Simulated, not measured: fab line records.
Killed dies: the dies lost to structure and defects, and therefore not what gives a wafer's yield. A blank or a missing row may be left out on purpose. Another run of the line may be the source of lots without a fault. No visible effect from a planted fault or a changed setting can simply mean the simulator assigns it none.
The tool behind it: which one? ; flow sky130 ; 7 lots, 21 wafers sampled, at 2 steps of a route of 708

== WHAT EACH GAUGE READ, for each wafer ==
SKY_LDD_HVP_TW_MEAS_10.
lot;measured;on;LDD_HVP_TW
L206;day 22 17:26;film_metro-01;457.3 456.9 456.6
L211;day 24 20:02;film_metro-03;460.9 460.3 459.3
L213;day 25 09:50;film_metro-04;459.6 458.3 461.2
L215;day 26 04:07;film_metro-03;458.4 462.1 460.4
L219;day 27 09:25;film_metro-03;72.5 73.4 72.7
L221;day 28 01:28;film_metro-03;72.3 73.0 73.0
L226;day 29 20:02;film_metro-01;461.5 460.5 460.9

== WHAT TOOL EACH LOT RAN ON (gives the tool, then ch and the chambers of the sampled wafers, and finally the start) ==
lot;SKY_LDD_HVP_DEVELOP_06
L206;litho_track-03 ch 0, day 22 16:59
L211;litho_track-04 ch 0, day 24 19:36
L213;litho_track-04 ch 0, day 25 09:24
L215;litho_track-02 ch 0, day 26 03:40
L219;litho_track-02 ch 0, day 27 08:58
L221;litho_track-02 ch 0, day 28 01:01
L226;litho_track-03 ch 0, day 29 19:37
- SKY_LDD_HVP_DEVELOP_06: develop time 60 s.

== THE ANSWER, worked out from the rows above alone ==
Rule: what is usual is taken from the lots themselves. The widest of any qualifying gaps counts: lots, ordered by their means at a reading, are off when they make up no more than a third of the lots, leave a main group of 4 or more, and stand apart from it by 3 or more times the standard deviation of that group's means. The tables above print the reading to a certain number of digits; a main group whose means all agree to those digits is not used. A lot without any number at a reading at which 4 lots or more have one is off too. All remaining lots with rows at the step are treated as sound.
Off: L219, L221, at SKY_LDD_HVP_TW_MEAS_10 (LDD_HVP_TW). Main group: mean 459.6, sd 1.4.
If a tool, at a process step before that reading, ran all the lots that are off and no sound lot after the first of them, it fits. Those tools and the gauges at SKY_LDD_HVP_TW_MEAS_10 are tried in the same way. 2 tools fit, litho_track-02 at SKY_LDD_HVP_DEVELOP_06 and film_metro-03 at SKY_LDD_HVP_TW_MEAS_10, so this cannot tell which one it is.

== WHAT THE SIMULATOR HAD PUT IN ==
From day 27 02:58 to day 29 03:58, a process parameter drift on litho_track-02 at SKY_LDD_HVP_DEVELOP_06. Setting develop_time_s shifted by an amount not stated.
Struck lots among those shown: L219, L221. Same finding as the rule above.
